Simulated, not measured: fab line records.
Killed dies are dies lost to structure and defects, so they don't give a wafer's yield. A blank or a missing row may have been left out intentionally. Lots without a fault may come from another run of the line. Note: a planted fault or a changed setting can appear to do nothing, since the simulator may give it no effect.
Which of the tools did it? | flow sky130 | 36 wafers sampled from 12 lots at 1 step of a route of 708

WHAT THE GAUGES READ, wafer by wafer
SKY_FIELD_ISO_THK_MEAS_25.
lot  | measured    | on            | FIELD_ISO_CVD_24_THK (nm)
L075 | day 2 12:27 | film metro-03 | 592 596 589
L077 | day 2 23:59 | film metro-03 | 587 590 592
L079 | day 3 11:22 | film metro-03 | 595 597 593
L081 | day 3 18:10 | film metro-01 | 590 596 594
L083 | day 4 09:16 | film metro-01 | 596 590 592
L085 | day 4 18:32 | film metro-03 | 597 597 598
L087 | day 5 03:47 | film metro-03 | 594 593 588
L089 | day 5 14:57 | film metro-01 | 596 600 595
L091 | day 5 23:03 | film metro-03 | 601 598 600
L093 | day 6 10:30 | film metro-01 | 598 584 590
L095 | day 6 20:10 | film metro-03 | 595 593 597
L097 | day 7 09:10 | film metro-03 | 587 592 592

WHAT TOOL EACH LOT RAN ON (gives the tool, then ch and the chambers of the sampled wafers, and finally the start)
The record holds no process step before these readings.

THE ANSWER, worked out from the rows above alone
Rule: what is usual is taken from the lots themselves. The widest of any qualifying gaps counts: lots, ordered by their means at a reading, are off when they make up no more than a third of the lots, leave a main group of 4 or more, and stand apart from it by 3 or more times the standard deviation of that group's means. A main group whose means are all the same, to the digits that the tables above print for the reading, isn't used. A lot without any number at a reading at which 4 lots or more have one is off too. Any other lot the step has rows for is counted as sound.
No lot is off at any reading shown: from this, nothing can be told.

WHAT THE SIMULATOR PUT IN
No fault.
